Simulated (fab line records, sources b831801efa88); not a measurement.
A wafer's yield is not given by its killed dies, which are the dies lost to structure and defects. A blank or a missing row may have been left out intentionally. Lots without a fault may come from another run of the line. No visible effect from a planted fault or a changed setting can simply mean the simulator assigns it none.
fab line records -- flow sky130 -- part 1 of 2: steps 1 to 29 of 39
[record] lots = 5, wafers = 15, last_day = 49
route steps=708 shown LOCAL_INTERCONNECT@404 CONTACT@406 METAL1@434
lots with no fault: from the same line, run without faults
start_h: the number of hours between the record's first day and the start of the first shown wafer of the lot -- wait_h: how many hours have passed since the lot's step before this one -- " repeats the value in the row above -- L1.1+2: a row that stands for several wafers -- - either no value or no given start -- * or withheld: withheld -- < > ~ a bound
route shown NAME@n: a module of which the file shows steps, and the number in the route of the first -- usual: the fault-free wafers' mean and standard deviation -- same: alike in all rows -- chamber/n: place in a boat -- sites: readings site by site -- _std_site: the values' standard deviation -- _edge_site: inner sites' mean taken away from outer sites' mean -- radius_mm: how far each site lies from the wafer's centre -- mask NAME#n: copy n -- behind: the tool/chamber that last shaped the wafer -- hold: cause of the lot's hold/its duration in hours/its outcome -- device: transistor that didn't switch, given as n, p or np -- end of line: at the end of the route, the tests of the same wafers -- a step given without rows: its recipe and nothing more -- killed: dies lost to structure and defects at the first sort, not the wafer's yield -- map: shows each die of a wafer: x if killed, . if not, _ if none is there
set.NAME: the setting the step ran with; set.NAME@STEP: the setting that earlier step ran with -- model.NAME: the simulator's own value behind a step, which no gauge read
a table for each step, a row for each wafer; lots at some steps of the route
services: a tool's chamber out of use, with start hour (start_h, from the record's first day; less than 0 if before it), hours out, and reason
[[steps]]
[step SKY_LOCAL_INTERCONNECT_CLEAN_17]
[recipe] chemistry = IPA, time_s = 180, temp_c = 25
[same] time_s = 180
lot.wafer,tool,chamber,start_h,wait_h
L077.1+5+6,wet_bench-02,3,725.09,0.0
L082.2+3+4,wet_bench-04,0,767.97,0.0
L086.2+3+5,wet_bench-04,0,813.36,0.0
L090.1+2+4,wet_bench-03,3,826.77,0.0
L094.3+4+6,wet_bench-04,3,856.08,0.0
[step SKY_LOCAL_INTERCONNECT_CLEAN_18]
[recipe] chemistry = O3/DIW, dry = n2_spin
lot.wafer,tool,chamber,start_h,wait_h
L077.1+5+6,wet_bench-03,3,725.15,0.0
L082.2+3+4,wet_bench-03,1,768.04,0.0
L086.2+3+5,wet_bench-03,2,813.42,0.0
L090.1+2+4,wet_bench-04,1,826.83,0.0
L094.3+4+6,wet_bench-02,0,856.14,0.0
[step SKY_CONTACT_CVD_00]
[recipe] material = Si3N4, target_thk_nm = 75, temp_c = 400, time_s = withheld, rf_w = 450
[usual] heater_power_w = 742/130
lot.wafer,tool,chamber,start_h,wait_h,heater_power_w
L077.1,pecvd-02,1,725.24,0.0,793
L077.5,pecvd-02,2,725.24,0.0,594
L077.6,pecvd-02,1,725.24,0.0,658
L082.2,pecvd-04,2,768.13,0.0,681
L082.3,pecvd-04,2,768.13,0.0,695
L082.4,pecvd-04,0,768.13,0.0,749
L086.2,pecvd-02,1,813.51,0.0,750
L086.3,pecvd-02,2,813.51,0.0,578
L086.5,pecvd-02,1,813.51,0.0,784
L090.1,pecvd-01,2,826.92,0.0,696
L090.2,pecvd-01,0,826.92,0.0,954
L090.4,pecvd-01,2,826.92,0.0,684
L094.3,pecvd-04,2,856.23,0.0,640
L094.4,pecvd-04,0,856.23,0.0,705
L094.6,pecvd-04,2,856.23,0.0,663
[step SKY_CONTACT_THK_MEAS_01]
[recipe] reads = Si3N4_of_CONTACT_CVD_00
[usual] CONTACT_CVD_00_THK = 74.5/0.98
lot.wafer,tool,chamber,start_h,wait_h,CONTACT_CVD_00_THK[nm]
L077.1,film_metro-01,-,725.28,-,73.9
L077.5,film_metro-01,-,725.28,-,73.9
L077.6,film_metro-01,-,725.28,-,73.6
L082.2,film_metro-01,-,768.19,-,72.9
L082.3,film_metro-01,-,768.19,-,75.0
L082.4,film_metro-01,-,768.19,-,75.6
L086.2,film_metro-02,-,813.55,-,73.8
L086.3,film_metro-02,-,813.55,-,75.0
L086.5,film_metro-02,-,813.55,-,74.7
L090.1,film_metro-03,-,826.96,-,75.2
L090.2,film_metro-03,-,826.96,-,73.0
L090.4,film_metro-03,-,826.96,-,76.5
L094.3,film_metro-01,-,856.29,-,72.5
L094.4,film_metro-01,-,856.29,-,76.5
L094.6,film_metro-01,-,856.29,-,74.6
[step SKY_CONTACT_HDPCVD_02]
[recipe] material = SiO2, target_thk_nm = 565, sigma_open_frac = 0.3, time_s = 94.2, temp_c = 600, sih4_flow_sccm = 60, pressure_mtorr = 6
[usual] pressure_mtorr = 6.000/0.011
[same] time_s = 94.2
lot.wafer,tool,chamber,start_h,wait_h,pressure_mtorr
L077.1,hdpcvd-02,1,725.34,0.1,5.987
L077.5,hdpcvd-02,2,725.34,0.1,5.997
L077.6,hdpcvd-02,1,725.34,0.1,5.988
L082.2,hdpcvd-02,0,768.24,0.0,5.997
L082.3,hdpcvd-02,2,768.24,0.0,6.017
L082.4,hdpcvd-02,2,768.24,0.0,5.997
L086.2,hdpcvd-02,1,813.60,0.0,5.994
L086.3,hdpcvd-02,0,813.60,0.0,6.005
L086.5,hdpcvd-02,0,813.60,0.0,5.990
L090.1,hdpcvd-01,1,827.02,0.1,5.990
L090.2,hdpcvd-01,0,827.02,0.1,6.011
L090.4,hdpcvd-01,0,827.02,0.1,6.003
L094.3,hdpcvd-02,2,856.33,0.0,6.019
L094.4,hdpcvd-02,0,856.33,0.0,6.009
L094.6,hdpcvd-02,2,856.33,0.0,6.011
[step SKY_CONTACT_THK_MEAS_03]
[recipe] reads = SiO2_of_CONTACT_HDPCVD_02
[usual] CONTACT_HDPCVD_THK = 563/6.6
lot.wafer,tool,chamber,start_h,wait_h,CONTACT_HDPCVD_THK[nm]
L077.1,film_metro-02,-,725.40,0.0,561
L077.5,film_metro-02,-,725.40,0.0,560
L077.6,film_metro-02,-,725.40,0.0,565
L082.2,film_metro-01,-,768.32,0.0,554
L082.3,film_metro-01,-,768.32,0.0,551
L082.4,film_metro-01,-,768.32,0.0,559
L086.2,film_metro-03,-,813.68,0.0,566
L086.3,film_metro-03,-,813.68,0.0,550
L086.5,film_metro-03,-,813.68,0.0,556
L090.1,film_metro-03,-,827.08,0.0,566
L090.2,film_metro-03,-,827.08,0.0,564
L090.4,film_metro-03,-,827.08,0.0,565
L094.3,film_metro-02,-,856.41,0.1,558
L094.4,film_metro-02,-,856.41,0.1,559
L094.6,film_metro-02,-,856.41,0.1,556
[step SKY_CONTACT_CMP_04]
[recipe] material = SiO2, down_force_psi = 4, platen_rpm = 60, pad_velocity_m_s = 0.94248
[usual] motor_current_A = 12.1/1, time_to_endpoint_s = 82/7.1
lot.wafer,tool,chamber,start_h,wait_h,motor_current_A,time_to_endpoint_s
L077.1,cmp-01,2,725.51,0.1,12.5,84
L077.5,cmp-01,1,725.51,0.1,12.1,70
L077.6,cmp-01,2,725.51,0.1,12.8,86
L082.2,cmp-01,0,768.37,0.0,12.5,75
L082.3,cmp-01,1,768.37,0.0,11.3,66
L082.4,cmp-01,3,768.37,0.0,11.5,84
L086.3,cmp-01,2,813.73,0.0,12.8,79
L086.2,cmp-01,1,813.73,0.0,11.8,71
L086.5,cmp-01,2,813.73,0.0,12.2,83
L090.1,cmp-01,1,827.14,0.1,11.3,77
L090.4,cmp-01,2,827.14,0.1,12.7,92
L090.2,cmp-01,0,827.14,0.1,12.5,84
L094.3,cmp-01,3,856.60,0.2,11.4,84
L094.4,cmp-01,1,856.60,0.2,12.3,70
L094.6,cmp-01,3,856.60,0.2,11.3,81
[step SKY_CONTACT_BOW_MEAS_05]
[recipe] mode = bow
[usual] CONTACT_BOW = 82/6.6
lot.wafer,tool,chamber,start_h,wait_h,CONTACT_BOW[um]
L077.1,film_metro-02,-,725.76,0.2,85
L077.5,film_metro-02,-,725.76,0.2,92
L077.6,film_metro-02,-,725.76,0.2,94
L082.2,film_metro-01,-,768.69,0.3,81
L082.3,film_metro-01,-,768.69,0.3,88
L082.4,film_metro-01,-,768.69,0.3,82
L086.2,film_metro-01,-,814.05,0.1,87
L086.3,film_metro-01,-,814.05,0.1,73
L086.5,film_metro-01,-,814.05,0.1,70
L090.1,film_metro-01,-,827.44,0.2,74
L090.2,film_metro-01,-,827.44,0.2,82
L090.4,film_metro-01,-,827.44,0.2,78
L094.3,film_metro-01,-,856.94,0.3,89
L094.4,film_metro-01,-,856.94,0.3,80
L094.6,film_metro-01,-,856.94,0.3,93
[step SKY_CONTACT_DEHYDRATE_06]
[recipe] temp_c = 200, time_s = 60
[same] time_s = 60
lot.wafer,tool,chamber,start_h,wait_h
L077.1+5+6,litho_track-02,0,737.98,12.2
L082.2+3+4,litho_track-02,0,781.96,13.2
L086.2+3+5,litho_track-01,0,826.08,12.0
L090.1+2+4,litho_track-01,0,840.21,12.7
L094.3+4+6,litho_track-02,0,870.13,13.2
[step SKY_CONTACT_HMDS_07]
[recipe] prime_time_s = 60, prime_temp_c = 120
[same] prime_time_s = 60
lot.wafer,tool,chamber,start_h,wait_h
L077.1+5+6,litho_track-02,0,738.13,0.1
L082.2+3+4,litho_track-02,0,782.11,0.1
L086.2+3+5,litho_track-01,0,826.23,0.1
L090.1+2+4,litho_track-01,0,840.36,0.1
L094.3+4+6,litho_track-02,0,870.28,0.1
[step SKY_CONTACT_COAT_08]
[recipe] resist = BARC, temp_c = withheld, time_s = withheld, spin_rpm = 3000, resist_thk_nm = 60
lot.wafer,tool,chamber,start_h,wait_h
L077.1+5+6,litho_track-02,0,738.28,0.1
L082.2+3+4,litho_track-02,0,782.26,0.1
L086.2+3+5,litho_track-01,0,826.38,0.1
L090.1+2+4,litho_track-01,0,840.51,0.1
L094.3+4+6,litho_track-02,0,870.43,0.1
[step SKY_CONTACT_COAT_09]
[recipe] resist = KrF-thick, spin_rpm = 3000, resist_thk_nm = 450
lot.wafer,tool,chamber,start_h,wait_h
L077.1+5+6,litho_track-02,0,-,-
L082.2+3+4,litho_track-02,0,-,-
L086.2+3+5,litho_track-01,0,-,-
L090.1+2+4,litho_track-01,0,-,-
L094.3+4+6,litho_track-02,0,-,-
[step SKY_CONTACT_SOFTBAKE_10]
[recipe] temp_c = 100, time_s = 90, resist = KrF-thick
[same] time_s = 90
lot.wafer,tool,chamber,start_h,wait_h
L077.1+5+6,litho_track-02,0,-,-
L082.2+3+4,litho_track-02,0,-,-
L086.2+3+5,litho_track-01,0,-,-
L090.1+2+4,litho_track-01,0,-,-
L094.3+4+6,litho_track-02,0,-,-
[step SKY_CONTACT_EXPOSE_11]
[recipe] mask_id = CTM1, na = 0.8, source_shape = annular, sigma_inner = 0.55, sigma_outer = 0.85, target_cd_nm = 170, dose_mj = 38
[usual] exposure_dose_mJ_cm2 = 37.93/0.041, reticle_temp_C = 22.97/0.11
lot.wafer,tool,chamber,start_h,wait_h,mask,exposure_dose_mJ_cm2,reticle_temp_C
L077.1,krf_scanner-01,0,-,-,CTM1#0,37.85,22.94
L077.5,krf_scanner-01,0,-,-,CTM1#0,37.98,22.90
L077.6,krf_scanner-01,0,-,-,CTM1#0,37.93,22.84
L082.2,krf_scanner-01,0,-,-,CTM1#0,37.92,23.07
L082.3,krf_scanner-01,0,-,-,CTM1#0,37.94,23.09
L082.4,krf_scanner-01,0,-,-,CTM1#0,37.94,23.01
L086.2,krf_scanner-01,0,-,-,CTM1#0,37.89,22.73
L086.3,krf_scanner-01,0,-,-,CTM1#0,37.93,22.71
L086.5,krf_scanner-01,0,-,-,CTM1#0,37.92,22.83
L090.1,krf_scanner-01,0,-,-,CTM1#0,37.91,22.96
L090.2,krf_scanner-01,0,-,-,CTM1#0,37.92,22.73
L090.4,krf_scanner-01,0,-,-,CTM1#0,37.87,22.94
L094.3,krf_scanner-02,0,-,-,CTM1#0,37.94,22.98
L094.4,krf_scanner-02,0,-,-,CTM1#0,37.98,22.88
L094.6,krf_scanner-02,0,-,-,CTM1#0,37.98,22.84
[step SKY_CONTACT_PEB_12]
[recipe] peb_temp_c = withheld, peb_time_s = withheld, resist = KrF-thick
lot.wafer,tool,chamber,start_h,wait_h
L077.1+5+6,litho_track-02,0,-,-
L082.2+3+4,litho_track-03,0,-,-
L086.2+3+5,litho_track-01,0,-,-
L090.1+2+4,litho_track-02,0,-,-
L094.3+4+6,litho_track-02,0,-,-
[step SKY_CONTACT_DEVELOP_13]
[recipe] develop_time_s = 60, resist = KrF-thick, dev_temp_c = 21
lot.wafer,tool,chamber,start_h,wait_h
L077.1+5+6,litho_track-02,0,-,-
L082.2+3+4,litho_track-03,0,-,-
L086.2+3+5,litho_track-01,0,-,-
L090.1+2+4,litho_track-02,0,-,-
L094.3+4+6,litho_track-02,0,-,-
[step SKY_CONTACT_CD_MEAS_14]
[recipe] target_cd_nm = 170
[usual] cd_nm = 169.7/1.5
lot.wafer,tool,chamber,start_h,wait_h,cd_nm
L077.1,cd_sem-02,-,751.88,-,167.2
L077.5,cd_sem-02,-,751.88,-,167.9
L077.6,cd_sem-02,-,751.88,-,168.4
L082.2,cd_sem-01,-,795.71,-,169.9
L082.3,cd_sem-01,-,795.71,-,170.1
L082.4,cd_sem-01,-,795.71,-,171.1
L086.2,cd_sem-02,-,839.63,-,167.2
L086.3,cd_sem-02,-,839.63,-,168.8
L086.5,cd_sem-02,-,839.63,-,168.0
L090.1,cd_sem-02,-,854.23,-,172.3
L090.2,cd_sem-02,-,854.23,-,169.9
L090.4,cd_sem-02,-,854.23,-,172.6
L094.3,cd_sem-01,-,883.32,-,169.0
L094.4,cd_sem-01,-,883.32,-,168.5
L094.6,cd_sem-01,-,883.32,-,168.0
[step SKY_CONTACT_OVL_MEAS_15]
[usual] CONTACT_OVL = -2/5.5
lot.wafer,tool,chamber,start_h,wait_h,CONTACT_OVL[nm]
L077.1,overlay-01,-,752.02,0.1,-3
L077.5,overlay-01,-,752.02,0.1,3
L077.6,overlay-01,-,752.02,0.1,1
L082.2,overlay-01,-,795.82,0.1,1
L082.3,overlay-01,-,795.82,0.1,6
L082.4,overlay-01,-,795.82,0.1,-4
L086.2,overlay-01,-,839.73,0.1,-5
L086.3,overlay-01,-,839.73,0.1,-5
L086.5,overlay-01,-,839.73,0.1,-4
L090.1,overlay-01,-,854.35,0.1,-1
L090.2,overlay-01,-,854.35,0.1,11
L090.4,overlay-01,-,854.35,0.1,12
L094.3,overlay-01,-,883.41,0.1,-5
L094.4,overlay-01,-,883.41,0.1,-5
L094.6,overlay-01,-,883.41,0.1,-6
[step SKY_CONTACT_ETCH_16]
[recipe] chemistry = N2/H2, target = BARC, ion_energy_ev = 200, source_w = 508.3, bias_w = 100, pressure_mtorr = 30, n2_flow_sccm = 100, h2_flow_sccm = 200, stop_on = SiO2, time_s = 45.9, target_depth_a = 600
[usual] drypump_motor_current_A = 5.63/0.27, n2_flow_sccm = 100.0/0.31, oes_product_au = 0.855/0.0047, throttle_valve_pct = 13.225/0.009
[same] time_s = 45.9
lot.wafer,tool,chamber,start_h,wait_h,drypump_motor_current_A,n2_flow_sccm,oes_product_au,rf_hours_counter_h,throttle_valve_pct
L077.1,rie_diel-04,2,752.06,0.0,5.47,100.1,0.857,10,13.238
L077.5,rie_diel-04,0,752.06,0.0,5.75,99.8,0.860,-,13.231
L077.6,rie_diel-04,3,752.06,0.0,5.64,100.3,0.855,-,13.214
L082.2,rie_diel-04,2,795.85,0.0,5.47,99.3,0.858,11,13.248
L082.3,rie_diel-04,0,795.85,0.0,5.73,99.8,0.861,18,13.217
L082.4,rie_diel-04,3,795.85,0.0,5.63,100.1,0.859,27,13.226
L086.2,rie_diel-04,1,839.76,0.0,5.66,100.6,0.849,4,13.222
L086.3,rie_diel-04,0,839.76,0.0,5.79,99.7,0.852,19,13.220
L086.5,rie_diel-04,2,839.76,0.0,5.48,100.5,0.853,-,13.228
L090.1,rie_diel-04,0,854.39,0.0,5.76,99.8,0.854,20,13.214
L090.2,rie_diel-04,2,854.39,0.0,5.44,100.3,0.853,13,13.236
L090.4,rie_diel-04,3,854.39,0.0,5.63,100.0,0.859,29,13.211
L094.3,rie_diel-04,1,883.44,0.0,5.69,100.2,0.861,5,13.213
L094.4,rie_diel-04,1,883.44,0.0,5.69,99.5,0.854,-,13.212
L094.6,rie_diel-04,0,883.44,0.0,5.74,99.8,0.850,-,13.226
[step SKY_CONTACT_ETCH_17]
[recipe] target = SiO2, chemistry = C4F8/O2/Ar, stop_on = Si3N4, mask_material = KrF-thick, source_w = 1500, bias_w = 1200, pressure_mtorr = 40, c4f8_flow_sccm = withheld, O2_flow_sccm = 6, Ar_flow_sccm = 300, time_s = withheld, target_depth_a = 3400
[usual] oes_product_au = 0.893/0.0053
lot.wafer,tool,chamber,start_h,wait_h,oes_product_au
L077.1,rie_diel-04,2,752.10,0.0,0.889
L077.5,rie_diel-04,0,752.10,0.0,0.883
L077.6,rie_diel-04,3,752.10,0.0,0.892
L082.2,rie_diel-04,2,795.89,0.0,0.895
L082.3,rie_diel-04,0,795.89,0.0,0.886
L082.4,rie_diel-04,3,795.89,0.0,0.899
L086.2,rie_diel-04,1,839.80,0.0,0.891
L086.3,rie_diel-04,0,839.80,0.0,0.897
L086.5,rie_diel-04,2,839.80,0.0,0.896
L090.1,rie_diel-04,0,854.43,0.0,0.885
L090.2,rie_diel-04,2,854.43,0.0,0.897
L090.4,rie_diel-04,3,854.43,0.0,0.899
L094.3,rie_diel-04,1,883.48,0.0,0.895
L094.4,rie_diel-04,1,883.48,0.0,0.897
L094.6,rie_diel-04,0,883.48,0.0,0.893
[step SKY_CONTACT_ETCH_18]
[recipe] target = Si3N4, chemistry = CHF3/O2, stop_on = TiN, source_w = 600, bias_w = 200, pressure_mtorr = 40, chf3_flow_sccm = 50, O2_flow_sccm = 5, time_s = 39, target_depth_a = 750
[usual] O2_flow_sccm = 5.000/0.015, drypump_motor_current_A = 5.62/0.27, oes_product_au = 0.851/0.0079, throttle_valve_pct = 8.792/0.0087
[same] time_s = 39
lot.wafer,tool,chamber,start_h,wait_h,O2_flow_sccm,drypump_motor_current_A,oes_product_au,rf_hours_counter_h,throttle_valve_pct
L077.1,rie_diel-04,2,-,-,4.992,5.47,0.849,10,8.791
L077.5,rie_diel-04,0,-,-,4.992,5.75,0.846,-,8.793
L077.6,rie_diel-04,3,-,-,4.996,5.62,0.843,-,8.793
L082.2,rie_diel-04,2,-,-,4.980,5.45,0.848,11,8.786
L082.3,rie_diel-04,0,-,-,4.985,5.74,0.851,18,8.791
L082.4,rie_diel-04,3,-,-,4.997,5.63,0.865,27,8.808
L086.2,rie_diel-04,1,-,-,5.007,5.66,0.842,4,8.804
L086.3,rie_diel-04,0,-,-,4.993,5.76,0.851,19,8.784
L086.5,rie_diel-04,2,-,-,4.976,5.46,0.845,-,8.797
L090.1,rie_diel-04,0,-,-,5.013,5.76,0.852,20,8.780
L090.2,rie_diel-04,2,-,-,4.993,5.43,0.851,13,8.783
L090.4,rie_diel-04,3,-,-,4.998,5.61,0.866,29,8.805
L094.3,rie_diel-04,1,-,-,4.983,5.68,0.841,5,8.794
L094.4,rie_diel-04,1,-,-,4.997,5.68,0.867,-,8.790
L094.6,rie_diel-04,0,-,-,5.008,5.76,0.852,-,8.786
[step SKY_CONTACT_STRIP_19]
[recipe] chemistry = O2/N2, power_w = 1400, pressure_mtorr = 1500, platen_temp_c = withheld, o2_flow_sccm = 3000, n2_flow_sccm = 300, overash_fraction = 0.5
[usual] drypump_motor_current_A = 5.80/0.27, n2_flow_sccm = 300.0/0.89, oes_product_au = 0.379/0.0052, strip_time_to_endpoint_s = 3.57/0.046
lot.wafer,tool,chamber,start_h,wait_h,drypump_motor_current_A,n2_flow_sccm,oes_product_au,rf_hours_counter_h,strip_time_to_endpoint_s
L077.1,plasma_asher-04,1,752.19,-,5.79,299.6,0.376,1,3.56
L077.5,plasma_asher-04,1,752.19,-,5.79,299.5,0.376,-,3.60
L077.6,plasma_asher-04,0,752.19,-,6.16,300.6,0.371,-,3.58
L082.2,plasma_asher-04,0,795.98,-,6.18,298.9,0.377,5,3.53
L082.3,plasma_asher-04,0,795.98,-,6.19,299.4,0.389,-,3.60
L082.4,plasma_asher-04,1,795.98,-,5.79,299.4,0.369,-,3.55
L086.2,plasma_asher-02,0,839.89,-,5.71,299.0,0.373,106,3.53
L086.3,plasma_asher-02,1,839.89,-,5.46,299.1,0.372,-,3.58
L086.5,plasma_asher-02,1,839.89,-,5.46,299.6,0.374,-,3.53
L090.1,plasma_asher-04,1,854.52,-,5.76,299.1,0.377,11,3.59
L090.2,plasma_asher-04,0,854.52,-,6.17,300.8,0.375,11,3.53
L090.4,plasma_asher-04,0,854.52,-,6.19,299.5,0.375,-,3.60
L094.3,plasma_asher-02,1,883.60,-,5.48,301.4,0.384,-,3.53
L094.4,plasma_asher-02,0,883.60,-,5.72,299.1,0.372,-,3.51
L094.6,plasma_asher-02,1,883.60,-,5.49,300.8,0.381,-,3.60
[step SKY_CONTACT_STRIP_20]
[recipe] chemistry = post_etch_residue_remover, time_s = 1200, temp_c = 72.5
[same] time_s = 1200
lot.wafer,tool,chamber,start_h,wait_h
L077.1+5+6,wet_bench-02,1,752.29,0.1
L082.2+3+4,wet_bench-03,0,796.08,0.1
L086.2+3+5,wet_bench-02,2,839.99,0.1
L090.1+2+4,wet_bench-02,0,854.62,0.1
L094.3+4+6,wet_bench-01,2,883.67,0.0
[step SKY_CONTACT_CLEAN_21]
[recipe] chemistry = IPA, time_s = 180, temp_c = 25
[same] time_s = 180
lot.wafer,tool,chamber,start_h,wait_h
L077.1+5+6,wet_bench-02,2,752.63,0.0
L082.2+3+4,wet_bench-02,1,796.45,0.0
L086.2+3+5,wet_bench-03,2,840.34,0.0
L090.1+2+4,wet_bench-03,0,854.96,0.0
L094.3+4+6,wet_bench-02,3,884.01,0.0
[step SKY_CONTACT_CLEAN_22]
[recipe] chemistry = O3/DIW, dry = n2_spin
lot.wafer,tool,chamber,start_h,wait_h
L077.1+5+6,wet_bench-03,0,752.69,0.0
L082.2+3+4,wet_bench-03,1,796.57,0.0
L086.2+3+5,wet_bench-01,1,840.39,0.0
L090.1+2+4,wet_bench-02,0,855.02,0.0
L094.3+4+6,wet_bench-03,1,884.07,0.0
[step SKY_CONTACT_SPUTTER_23]
[recipe] material = TiN, target_thk_nm = 20, chamber_pressure_pa = 5, power_w = 4000, time_s = 80
[usual] throttle_valve_pct = 30.7/0.83
[same] time_s = 80
lot.wafer,tool,chamber,start_h,wait_h,throttle_valve_pct
L077.1,pvd_sputter-01,-,752.78,0.0,30.4
L077.5,pvd_sputter-01,-,752.78,0.0,30.4
L077.6,pvd_sputter-01,-,752.78,0.0,31.2
L082.2,pvd_sputter-03,-,796.67,0.0,29.2
L082.3,pvd_sputter-03,-,796.67,0.0,31.6
L082.4,pvd_sputter-03,-,796.67,0.0,29.8
L086.2,pvd_sputter-01,-,840.49,0.0,30.2
L086.3,pvd_sputter-01,-,840.49,0.0,31.1
L086.5,pvd_sputter-01,-,840.49,0.0,30.4
L090.1,pvd_sputter-03,-,855.11,0.0,31.7
L090.2,pvd_sputter-03,-,855.11,0.0,29.0
L090.4,pvd_sputter-03,-,855.11,0.0,31.2
L094.3,pvd_sputter-04,-,884.17,0.0,31.8
L094.4,pvd_sputter-04,-,884.17,0.0,30.4
L094.6,pvd_sputter-04,-,884.17,0.0,32.1
[step SKY_CONTACT_CVD_24]
[recipe] material = W, target_thk_nm = 340, time_s = 102.12, temp_c = 400, pressure_torr = 40
[usual] heater_power_w = 856/61
[same] time_s = 102.12
lot.wafer,tool,chamber,start_h,wait_h,heater_power_w
L077.1,cvd_w-01,1,752.86,0.0,826
L077.5,cvd_w-01,1,752.86,0.0,803
L077.6,cvd_w-01,0,752.86,0.0,832
L082.2,cvd_w-02,0,796.73,0.0,791
L082.3,cvd_w-02,1,796.73,0.0,969
L082.4,cvd_w-02,0,796.73,0.0,783
L086.2,cvd_w-01,0,840.55,0.0,855
L086.3,cvd_w-01,0,840.55,0.0,834
L086.5,cvd_w-01,1,840.55,0.0,826
L090.1,cvd_w-02,1,855.17,0.0,971
L090.2,cvd_w-02,0,855.17,0.0,794
L090.4,cvd_w-02,1,855.17,0.0,969
L094.3,cvd_w-01,0,884.27,0.1,872
L094.4,cvd_w-01,1,884.27,0.1,834
L094.6,cvd_w-01,0,884.27,0.1,849
[step SKY_CONTACT_RS_MEAS_25]
[recipe] thk_meas_gauge = four-point-probe, reads = W_of_CONTACT_CVD_24+TiN_of_CONTACT_SPUTTER_23
[usual] CONTACT_W_RS = 0.338/0.0046
lot.wafer,tool,chamber,start_h,wait_h,CONTACT_W_RS[ohm/sq]
L077.1,film_metro-02,-,753.04,0.1,0.333
L077.5,film_metro-02,-,753.04,0.1,0.336
L077.6,film_metro-02,-,753.04,0.1,0.336
L082.2,film_metro-02,-,796.86,0.1,0.340
L082.3,film_metro-02,-,796.86,0.1,0.329
L082.4,film_metro-02,-,796.86,0.1,0.340
L086.2,film_metro-01,-,840.68,0.1,0.336
L086.3,film_metro-01,-,840.68,0.1,0.338
L086.5,film_metro-01,-,840.68,0.1,0.338
L090.1,film_metro-02,-,855.28,0.1,0.339
L090.2,film_metro-02,-,855.28,0.1,0.350
L090.4,film_metro-02,-,855.28,0.1,0.338
L094.3,film_metro-03,-,884.38,0.1,0.340
L094.4,film_metro-03,-,884.38,0.1,0.339
L094.6,film_metro-03,-,884.38,0.1,0.341
[step SKY_CONTACT_THK_MEAS_26]
[recipe] thk_meas_gauge = xrf, reads = W_of_CONTACT_CVD_24
[usual] CONTACT_W_THK = 337/4.8
lot.wafer,tool,chamber,start_h,wait_h,CONTACT_W_THK[nm]
L077.1,film_metro-02,-,753.16,0.1,338
L077.5,film_metro-02,-,753.16,0.1,335
L077.6,film_metro-02,-,753.16,0.1,336
L082.2,film_metro-02,-,796.97,0.1,333
L082.3,film_metro-02,-,796.97,0.1,345
L082.4,film_metro-02,-,796.97,0.1,330
L086.2,film_metro-01,-,840.79,0.1,340
L086.3,film_metro-01,-,840.79,0.1,339
L086.5,film_metro-01,-,840.79,0.1,338
L090.1,film_metro-02,-,855.40,0.1,336
L090.2,film_metro-02,-,855.40,0.1,328
L090.4,film_metro-02,-,855.40,0.1,336
L094.3,film_metro-03,-,884.48,0.1,334
L094.4,film_metro-03,-,884.48,0.1,338
L094.6,film_metro-03,-,884.48,0.1,334
